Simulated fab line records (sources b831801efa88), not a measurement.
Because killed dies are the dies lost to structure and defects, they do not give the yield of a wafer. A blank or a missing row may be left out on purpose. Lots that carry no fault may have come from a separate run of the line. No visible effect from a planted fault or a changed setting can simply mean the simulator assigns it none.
The same fault as seen by 2 desks	flow gf180mcu	every desk sees just its own numbers, and what lay behind them comes last

THE METROLOGY DESK
Means of the sampled wafers that have a number, per lot and without regard to the tool the lot ran on: this is what the gauges read. If a lot's mean is further than 4 standard deviations from the usual mean, the lot is out of limits and carries the mark OUT (the distance appears in the brackets).
Columns: A = NSD_TW at GF_NSD_TW_MEAS_12, usual 4261; B = cd_nm at GF_PSD_CD_MEAS_07, usual 398.7 nm; C = PSD_OVL at GF_PSD_OVL_MEAS_08, usual 0.3 nm; D = PSD_TW at GF_PSD_TW_MEAS_11, usual 3171
lot	first seen here	A	B	C	D
L808	day 13 18:38	4238	398.2	1.9	3135
L815	day 16 00:52	4280	399.6	2.5	3151
L822	day 18 15:40	4171	401.7	2.0	3218
L823	day 19 08:25	4280	398.3	0.8	3151
L828	day 20 15:29	4287	395.7	1.1	3209
This desk found nothing out of limits on any of the 5 lots.

FOR THE TOOL OWNER'S DESK: plasma_asher-03
The tool's own readings at GF_PSD_STRIP_10 (strips in O2/N2): means of the sampled wafers that have a number, for each lot that ran on this tool. If a lot's mean is further than 4 standard deviations from the usual mean, the lot is out of limits and carries the mark OUT (the distance appears in the brackets).
Columns: A = drypump_motor_current_A at GF_PSD_STRIP_10, usual 5.7 A; B = heater_power_w at GF_PSD_STRIP_10, usual 296 W; C = oes_product_au at GF_PSD_STRIP_10, usual 0.592 a.u.; D = strip_time_to_endpoint_s at GF_PSD_STRIP_10, usual 16.54 s
lot	first seen here	A	B	C	D
L815	day 16 23:22	6.0	298	0.765 (+38) OUT	-
L823	day 20 09:22	6.0	286	0.595	16.50
Finding of this desk: L815 out of limits; the first was L815 at day 16 23:22, on oes_product_au at GF_PSD_STRIP_10. In limits: L823.

BROUGHT TOGETHER
The tool owner's desk had the chance to raise an alarm at day 16 23:22 on L815.
Nothing out of limits was seen by the metrology desk.
The metrology desk holds a record of L815, inside its limits.
GF_PSD_STRIP_10 was run on plasma_asher-03 by each of the lots named.

WHAT THE SIMULATOR PUT IN
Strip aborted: plasma_asher-03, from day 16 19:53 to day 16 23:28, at GF_PSD_STRIP_10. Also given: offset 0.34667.
Lots struck among those shown: L815.
Time in hours from fault onset to the first out-of-limits reading at each desk: the tool owner's desk, 3.
